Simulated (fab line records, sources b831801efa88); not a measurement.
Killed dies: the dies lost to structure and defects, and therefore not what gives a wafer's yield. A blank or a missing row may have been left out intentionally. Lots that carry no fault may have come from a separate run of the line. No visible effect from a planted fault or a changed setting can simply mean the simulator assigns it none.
Problem report in the 8D (eight disciplines) form, filled by code -- flow gf180mcu -- the parts of the form that need people (team, actions taken, sign-off) are left out

== 1. THE PROBLEM ==
Wafers without a fault read 21.00 C, standard deviation 0.1; developer-temp-C at GF_V4_DEVELOP_13 reads a mean of 21.88 C on 6 wafers belonging to 2 lots. Relative to the usual mean, that is a shift of +8.8 standard deviations.
The step: develop time 60 s.
The first sign was on wafer L630.1 at day 29 16:53, on litho-track-03. At this step, 42 wafers from 14 lots have a number in the record. By rule, "out" or "out of limits" means more than 4 standard deviations away from the usual mean. All remaining wafers that have a number are taken as sound.

== 2. WHAT IT IS; WHAT IT IS NOT ==
question,is,is not
which readings at this step,developer-temp-C,-
which lots,"L630, L631","L613, L614, L616, L618, L619, L620, L621, L624, L625, L628, L632, L634"
which wafers of those lots,all that have a number,-
read on which tools,litho-track-03,"litho-track-02, litho-track-04"
when,from day 29 16:53,"up to then (30 sound wafers); but 6 sound wafers of L632, L634 came after"

== 3. WHAT RULES OUT EACH SUSPECT ==
Counting: a tool at a process step up to the reading stays a suspect if it ran every lot that is out and no sound lot after the first of them.
- cvd-w-02 at GF_V3_CVD_23 (deposits W, target thk 350 nm, time 104.9 s): ruled out as a lasting fault. Sound lots L632 ran on it after its first lot that is out, L630 (day 28 00:48).
- litho-track-03 at GF_V4_DEVELOP_13 (develop time 60 s): kept. It ran every lot that is out, first L630 (day 29 16:53), and no sound lot after that; its last sound lot up to then is L628 (day 29 07:02). Its own readings are out on those wafers: developer-temp-C.
After counting, what remains is litho-track-03 at GF_V4_DEVELOP_13.

== 4. THE CAUSE (what the simulator had put in) ==
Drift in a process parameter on litho-track-03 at GF_V4_DEVELOP_13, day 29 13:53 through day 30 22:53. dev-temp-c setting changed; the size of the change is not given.
After counting, this tool was the only one left.

== 5. THE CHAIN OF EFFECTS, in route order ==
Each row: a reading whose mean over the struck wafers that have a number lies more than 3 standard deviations from the usual. Readings are gone through only where the record gives a usual standard deviation; hours: the median, over the lots, of the time from a lot's start at the first step in this table giving one to that lot's start at this step; sigmas: the change measured in usual standard deviations.
hours,step,reading,usual,on struck wafers,change,sigmas
0,GF_V4_DEVELOP_13,developer-temp-C,21.00 C,21.88,+0.88,+8.8
Here are the process steps it includes:
- GF_V4_DEVELOP_13: develop time 60 s.

== 6. HOW IT WOULD HAVE BEEN CAUGHT EARLIER ==
In this record the first reading out of limits was taken at day 29 16:53, 3 hours after the fault began at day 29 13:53.
